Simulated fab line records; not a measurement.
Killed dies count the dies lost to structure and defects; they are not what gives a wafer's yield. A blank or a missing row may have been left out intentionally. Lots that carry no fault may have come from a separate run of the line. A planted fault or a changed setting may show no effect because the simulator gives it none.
fab line records	flow gf180mcu
record lots=14	wafers=42	last_day=34
route steps=602 shown V2@404 M3@409
lots with no fault: from the same line, run without faults
start_h: start of the lot's first displayed wafer, in hours after the record's first day	wait_h: hours from the lot's prior step to this one	" same as the row above	L1.1+2: a single row standing in for several wafers	- no value present, or no start provided	* or withheld: withheld	< > ~ a bound
route shown NAME@n: NAME is a module with steps in the file, n the number in the route of the first one	usual: mean and standard deviation over wafers with no fault	same: alike in all rows	chamber/n: place in a boat	sites: each site's reading	_std_site: standard deviation across them	_edge_site: mean of outer sites minus mean of inner sites	radius_mm: for every site, how far away it sits from the centre of the wafer	mask NAME#n: copy n	behind: the tool/chamber that last shaped the wafer	hold: reason for holding the lot/hours on hold/outcome of the hold	device: transistor that didn't switch, given as n, p or np	end of line: the tests these same wafers got at the end of their route	where a step has no rows: the recipe by itself	killed: count of dies lost to structure and defects at first sort (not the wafer's yield)	map: per-die view of a wafer (x killed, . not killed, _ where there is no die)
set.NAME: the run value of the setting; set.NAME@STEP: its run value at that earlier step	model.NAME: the simulator's own value behind a step, which no gauge read
the route's steps for a sample of lots (tables are steps, rows are wafers)
services: from which hour (start_h, from the record's first day; less than 0 if before it) a tool's chamber was out of use, for how many hours, and why
## steps
# step GF_V2_SPUTTER_22
# recipe material=TiN	target_thk_nm=10	chamber_pressure_pa=5	power_w=4000	time_s=40
# usual throttle_valve_pct=29.9/1.3
lot.wafer	tool	chamber	start_h	wait_h	throttle_valve_pct
L964.2	pvd_sputter-03	-	477.33	0.0	30.8
L964.3	"	-	"	"	31.4
L964.5	"	-	"	"	30.9
L965.1	pvd_sputter-02	-	483.02	0.0	28.3
L965.2	"	-	"	"	29.9
L965.3	"	-	"	"	28.4
L966.2	pvd_sputter-04	-	493.98	0.0	33.3
L966.5	"	-	"	"	29.3
L966.6	"	-	"	"	30.6
L971.1	pvd_sputter-04	-	539.46	0.0	33.3
L971.2	"	-	"	"	29.8
L971.6	"	-	"	"	30.1
L972.1	pvd_sputter-02	-	544.40	0.0	29.7
L972.3	"	-	"	"	29.7
L972.4	"	-	"	"	28.6
L973.1	pvd_sputter-02	-	549.87	0.0	29.7
L973.4	"	-	"	"	28.5
L973.5	"	-	"	"	29.9
L978.1	pvd_sputter-02	-	594.41	0.0	28.3
L978.3	"	-	"	"	29.8
L978.6	"	-	"	"	29.8
L979.1	pvd_sputter-02	-	599.66	0.0	28.6
L979.3	"	-	"	"	28.4
L979.6	"	-	"	"	28.5
L980.3	pvd_sputter-03	-	606.77	0.0	30.9
L980.4	"	-	"	"	31.3
L980.5	"	-	"	"	29.4
L981.3	pvd_sputter-04	-	623.22	0.0	33.3
L981.4	"	-	"	"	30.4
L981.6	"	-	"	"	30.3
L983.2	pvd_sputter-03	-	627.82	0.0	30.9
L983.5	"	-	"	"	31.4
L983.6	"	-	"	"	31.1
L985.4	pvd_sputter-04	-	640.25	0.0	29.7
L985.5	"	-	"	"	33.0
L985.6	"	-	"	"	29.7
L986.1	pvd_sputter-03	-	647.60	0.0	30.8
L986.3	"	-	"	"	29.7
L986.6	"	-	"	"	29.8
L987.1	pvd_sputter-02	-	649.26	0.0	29.7
L987.2	"	-	"	"	28.5
L987.3	"	-	"	"	28.5
# step GF_M3_SPUTTER_00
# recipe material=Ti	target_thk_nm=37.5	arriving_ion_energy_ev=80	substrate_temp_c=200	chamber_pressure_pa=2	power_w=4000	time_s=150
# usual throttle_valve_pct=30.2/0.9
lot.wafer	tool	chamber	start_h	wait_h	throttle_valve_pct
L964.2	pvd_sputter-02	-	477.96	0.1	28.7
L964.3	"	-	"	"	28.6
L964.5	"	-	"	"	29.8
L965.1	pvd_sputter-03	-	483.65	0.2	31.3
L965.2	"	-	"	"	30.9
L965.3	"	-	"	"	30.7
L966.2	pvd_sputter-01	-	494.61	0.1	30.6
L966.5	"	-	"	"	29.8
L966.6	"	-	"	"	30.4
L971.1	pvd_sputter-01	-	540.09	0.2	30.6
L971.2	"	-	"	"	31.1
L971.6	"	-	"	"	30.8
L972.1	pvd_sputter-01	-	545.03	0.1	31.1
L972.3	"	-	"	"	30.7
L972.4	"	-	"	"	30.5
L973.1	pvd_sputter-01	-	550.50	0.1	30.5
L973.4	"	-	"	"	30.8
L973.5	"	-	"	"	30.8
L978.1	pvd_sputter-03	-	595.04	0.2	31.2
L978.3	"	-	"	"	29.2
L978.6	"	-	"	"	29.4
L979.1	pvd_sputter-03	-	600.29	0.2	29.5
L979.3	"	-	"	"	31.4
L979.6	"	-	"	"	31.0
L980.3	pvd_sputter-01	-	607.40	0.1	29.6
L980.4	"	-	"	"	31.0
L980.5	"	-	"	"	30.7
L981.3	pvd_sputter-02	-	623.85	0.1	29.7
L981.4	"	-	"	"	28.5
L981.6	"	-	"	"	28.5
L983.2	pvd_sputter-03	-	628.45	0.2	29.5
L983.5	"	-	"	"	31.1
L983.6	"	-	"	"	31.3
L985.4	pvd_sputter-03	-	640.88	0.2	31.2
L985.5	"	-	"	"	31.0
L985.6	"	-	"	"	29.6
L986.1	pvd_sputter-03	-	648.23	0.1	31.0
L986.3	"	-	"	"	31.3
L986.6	"	-	"	"	31.6
L987.1	pvd_sputter-03	-	649.97	0.2	31.0
L987.2	"	-	"	"	31.5
L987.3	"	-	"	"	30.7
# step GF_M3_SPUTTER_04
# recipe material=TiN	target_thk_nm=50	power_w=6500	time_s=41.7	chamber_pressure_pa=0.4
# usual throttle_valve_pct=30.2/0.89
lot.wafer	tool	chamber	start_h	wait_h	throttle_valve_pct
L964.2	pvd_sputter-02	-	478.14	0.0	28.3
L964.3	"	-	"	"	28.5
L964.5	"	-	"	"	29.7
L965.1	pvd_sputter-03	-	483.83	0.0	31.4
L965.2	"	-	"	"	30.9
L965.3	"	-	"	"	30.9
L966.2	pvd_sputter-01	-	494.79	0.0	30.5
L966.5	"	-	"	"	29.4
L966.6	"	-	"	"	30.5
L971.1	pvd_sputter-01	-	540.27	0.0	30.6
L971.2	"	-	"	"	30.8
L971.6	"	-	"	"	30.7
L972.1	pvd_sputter-01	-	545.21	0.0	30.6
L972.3	"	-	"	"	30.9
L972.4	"	-	"	"	30.4
L973.1	pvd_sputter-01	-	550.68	0.0	30.7
L973.4	"	-	"	"	30.7
L973.5	"	-	"	"	30.8
L978.1	pvd_sputter-03	-	595.22	0.0	31.3
L978.3	"	-	"	"	29.4
L978.6	"	-	"	"	29.5
L979.1	pvd_sputter-03	-	600.47	0.0	29.7
L979.3	"	-	"	"	31.4
L979.6	"	-	"	"	31.1
L980.3	pvd_sputter-01	-	607.58	0.0	29.6
L980.4	"	-	"	"	30.8
L980.5	"	-	"	"	30.7
L981.3	pvd_sputter-02	-	624.03	0.0	29.7
L981.4	"	-	"	"	28.6
L981.6	"	-	"	"	28.4
L983.2	pvd_sputter-03	-	628.63	0.0	29.3
L983.5	"	-	"	"	30.7
L983.6	"	-	"	"	31.1
L985.4	pvd_sputter-03	-	641.06	0.0	30.8
L985.5	"	-	"	"	30.9
L985.6	"	-	"	"	29.7
L986.1	pvd_sputter-03	-	648.41	0.0	31.0
L986.3	"	-	"	"	31.3
L986.6	"	-	"	"	31.5
L987.1	pvd_sputter-03	-	650.15	0.0	31.0
L987.2	"	-	"	"	31.3
L987.3	"	-	"	"	31.0
# step GF_M3_METAL_ETCH_16
# recipe chemistry=Cl2/BCl3	mask_material=KrF	target_depth_nm=627.5	stop_on=SiO2	pressure_mtorr=8	icp_w=800	bias_w=140	Cl2_flow_sccm=80	bcl3_flow_sccm=40	time_s=104.6
# usual drypump_motor_current_A=5.7/0.35	he_backside_leak_sccm=3.28/0.28	oes_product_au=0.974/0.006	run_length_s=132.9/0.44	throttle_valve_pct=28.249/0.0096
lot.wafer	tool	chamber	start_h	wait_h	drypump_motor_current_A	he_backside_leak_sccm	oes_product_au	rf_hours_counter_h	run_length_s	throttle_valve_pct
L964.2	rie_metal-02	0	502.49	0.0	6.2	3.65	0.979	10	133.5	28.251
L964.3	"	1	"	"	5.8	2.89	0.974	-	132.0	28.254
L964.5	"	0	"	"	6.2	3.58	0.973	-	133.4	28.248
L965.1	rie_metal-03	0	507.43	0.0	5.7	3.47	0.974	0	132.6	28.229
L965.2	"	0	"	"	5.8	3.55	0.971	-	132.5	28.257
L965.3	"	0	"	"	5.7	3.34	0.967	-	133.0	28.241
L966.2	rie_metal-04	1	518.39	0.0	5.6	3.08	0.980	8	133.1	28.235
L966.5	"	1	"	"	5.6	3.13	0.979	-	133.1	28.240
L966.6	"	0	"	"	6.1	3.30	0.979	-	133.4	28.255
L971.1	rie_metal-04	1	561.14	0.0	5.6	3.01	0.971	9	132.9	28.256
L971.2	"	0	"	"	6.0	3.45	0.977	4	133.8	28.233
L971.6	"	1	"	"	5.6	2.98	0.968	-	133.0	28.239
L972.1	rie_metal-03	1	567.64	0.0	5.1	3.10	0.990	1	115.6	28.227
L972.3	"	1	"	"	5.1	3.10	0.993	-	115.6	28.236
L972.4	"	0	"	"	5.8	3.36	1.004	-	115.0	28.227
L973.1	rie_metal-03	0	572.69	0.0	5.8	3.48	0.999	2	115.1	28.229
L973.4	"	0	"	"	5.8	3.17	1.007	-	115.3	28.225
L973.5	"	0	"	"	5.8	3.36	1.004	-	114.9	28.206
L978.1	rie_metal-02	1	616.14	0.0	5.8	3.26	0.983	11	131.8	28.238
L978.3	"	1	"	"	5.8	3.30	0.969	-	131.7	28.249
L978.6	"	0	"	"	6.2	3.66	0.980	-	133.2	28.238
L979.1	rie_metal-04	0	621.74	0.0	6.1	3.41	0.975	5	133.5	28.259
L979.3	"	0	"	"	6.1	3.18	0.969	-	133.1	28.262
L979.6	"	1	"	"	5.5	3.16	0.978	-	132.9	28.251
L980.3	rie_metal-04	1	628.07	0.1	5.5	3.13	0.978	-	133.0	28.250
L980.4	"	0	"	"	6.1	3.18	0.975	-	133.1	28.245
L980.5	"	1	"	"	5.5	3.17	0.977	-	133.0	28.255
L981.3	rie_metal-04	0	644.88	0.1	6.1	3.24	0.969	-	133.4	28.249
L981.4	"	1	"	"	5.6	3.01	0.967	-	132.7	28.244
L981.6	"	0	"	"	6.0	3.28	0.980	-	133.4	28.250
L983.2	rie_metal-04	0	648.92	0.0	6.1	3.43	0.974	6	133.4	28.256
L983.5	"	0	"	"	6.1	3.33	0.974	-	133.3	28.257
L983.6	"	1	"	"	5.6	3.04	0.972	-	132.9	28.271
L985.4	rie_metal-04	1	661.08	0.0	5.6	3.08	0.983	-	132.8	28.263
L985.5	"	0	"	"	6.1	3.29	0.979	-	133.1	28.249
L985.6	"	1	"	"	5.6	3.02	0.977	-	132.7	28.249
L986.1	rie_metal-03	1	668.32	0.0	5.1	3.03	0.972	4	132.8	28.255
L986.3	"	0	"	"	5.8	3.39	0.961	-	132.7	28.246
L986.6	"	1	"	"	5.1	3.15	0.974	-	132.9	28.244
L987.1	rie_metal-03	1	670.02	0.0	5.1	3.26	0.979	4	132.8	28.254
L987.2	"	0	"	"	5.7	3.50	0.970	5	132.6	28.263
L987.3	"	0	"	"	5.8	3.43	0.979	-	132.5	28.257
# step GF_M3_STRIP_17
# recipe chemistry=O2/N2	power_w=1400	pressure_mtorr=1500	platen_temp_c=250	o2_flow_sccm=3000	n2_flow_sccm=300	overash_fraction=0.5
# usual drypump_motor_current_A=5.84/0.29	heater_power_w=317/26	oes_product_au=0.563/0.0048	strip_time_to_endpoint_s=8.01/0.034
lot.wafer	tool	chamber	start_h	wait_h	drypump_motor_current_A	heater_power_w	oes_product_au	rf_hours_counter_h	strip_time_to_endpoint_s
L964.2	plasma_asher-01	1	502.60	0.1	5.41	297	0.565	73	8.00
L964.3	"	1	"	"	5.42	303	0.567	-	8.05
L964.5	"	1	"	"	5.39	306	0.560	-	7.98
L965.1	plasma_asher-04	1	507.65	0.2	5.92	334	0.564	86	7.97
L965.2	"	0	"	"	5.78	329	0.558	86	7.95
L965.3	"	0	"	"	5.83	329	0.552	-	7.97
L966.2	plasma_asher-02	0	518.51	0.1	6.52	302	0.564	9	8.04
L966.5	"	0	"	"	6.53	313	0.564	-	8.02
L966.6	"	1	"	"	5.66	370	0.561	-	8.01
L971.1	plasma_asher-04	0	561.25	0.1	5.84	324	0.567	92	8.01
L971.2	"	1	"	"	5.90	334	0.562	92	7.98
L971.6	"	0	"	"	5.81	328	0.567	-	7.97
L972.1	plasma_asher-02	1	567.75	0.1	5.70	355	0.576	14	8.36
L972.3	"	1	"	"	5.69	366	0.575	-	8.39
L972.4	"	0	"	"	6.49	309	0.579	-	8.35
L973.1	plasma_asher-04	1	572.81	0.1	5.88	338	0.585	93	8.37
L973.4	"	1	"	"	5.89	341	0.578	-	8.36
L973.5	"	0	"	"	5.85	329	0.584	-	8.38
L978.1	plasma_asher-01	1	616.25	0.1	5.40	306	0.563	85	8.05
L978.3	"	1	"	"	5.42	304	0.568	-	8.01
L978.6	"	0	"	"	5.83	273	0.564	-	8.01
L979.1	plasma_asher-01	0	621.85	0.1	5.86	266	0.562	85	8.05
L979.3	"	1	"	"	5.42	305	0.560	-	8.03
L979.6	"	0	"	"	5.86	268	0.569	-	8.02
L980.3	plasma_asher-01	0	628.18	0.1	5.84	277	0.556	-	8.03
L980.4	"	1	"	"	5.41	304	0.562	-	8.05
L980.5	"	0	"	"	5.86	276	0.555	-	8.00
L981.3	plasma_asher-04	1	644.99	0.1	5.88	332	0.568	-	8.03
L981.4	"	0	"	"	5.84	323	0.567	-	8.08
L981.6	"	0	"	"	5.83	326	0.558	-	8.05
L983.2	plasma_asher-01	0	649.04	0.1	5.83	266	0.558	88	8.01
L983.5	"	0	"	"	5.84	271	0.571	-	8.00
L983.6	"	1	"	"	5.39	305	0.562	-	7.99
L985.4	plasma_asher-02	0	661.19	0.1	6.51	315	0.566	-	7.95
L985.5	"	0	"	"	6.48	306	0.557	-	8.00
L985.6	"	1	"	"	5.68	360	0.556	-	7.96
L986.1	plasma_asher-04	0	668.44	0.1	5.83	324	0.566	103	7.99
L986.3	"	1	"	"	5.89	338	0.563	-	7.98
L986.6	"	0	"	"	5.83	322	0.558	-	7.98
L987.1	plasma_asher-04	0	670.14	0.1	5.83	321	0.562	104	8.03
L987.2	"	1	"	"	5.89	338	0.570	104	7.99
L987.3	"	0	"	"	5.82	324	0.565	-	7.97
## services
tool	chamber	start_h	hours	kind
plasma_asher-04	-	464.47	2.4	repair
rie_metal-02	-	471.91	2.8	pm
pvd_sputter-04	-	477.70	3.3	repair
plasma_asher-02	-	487.26	3.5	repair
pvd_sputter-03	0	497.05	-	consumable_replace:kit
pvd_sputter-03	0	497.05	18.0	scheduled_down
pvd_sputter-03	0	497.05	18.0	vent_cycle
pvd_sputter-01	0	499.37	-	consumable_replace:kit
pvd_sputter-01	0	499.37	18.0	scheduled_down
rie_metal-03	-	510.77	15.6	pm
plasma_asher-04	-	537.95	2.8	pm
rie_metal-04	-	550.45	1.8	repair
rie_metal-04	-	551.58	0.5	repair
pvd_sputter-01	-	557.31	3.1	repair
plasma_asher-02	-	571.08	1.4	repair
pvd_sputter-02	-	581.57	7.5	repair
pvd_sputter-01	-	588.58	15.1	repair
rie_metal-04	0	590.22	26.2	repair
rie_metal-03	-	623.62	1.4	pm
pvd_sputter-03	3	648.45	-	consumable_replace:kit
pvd_sputter-03	3	648.45	18.0	scheduled_down
pvd_sputter-03	3	648.45	18.0	vent_cycle
pvd_sputter-02	-	652.98	1.2	repair
pvd_sputter-03	-	656.44	2.7	repair
## key
first_sign step=GF_M3_METAL_ETCH_16	reading=run_length_s	direction=down	sigmas=41	usual=*	struck=*
effect step=GF_M3_METAL_ETCH_16	reading=oes_product_au	direction=up	sigmas=4.3	usual=0.974	struck=1.000
effect step=GF_M3_STRIP_17	reading=strip_time_to_endpoint_s	direction=up	sigmas=10	usual=*	struck=*
met_at GF_M3_METAL_ETCH_16
struck_lots L972,L973
sort_left_out L972.1,L972.3,L972.4,L973.1,L973.4,L973.5
not_acting_at GF_V2_SPUTTER_22,GF_M3_SPUTTER_00,GF_M3_SPUTTER_04
onset_between 507.43 567.64
fault kind=process_parameter_drift	tool=rie_metal-03	chamber=-	onset_h=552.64	steps=GF_M3_METAL_ETCH_16	channel=time_s	offset=*	shape=step	end_h=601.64	acts_in=*	stated=*
# sort_left_out: the simulated sort isn't trusted on such a fault, so these wafers' sort isn't shown, and their yield isn't known
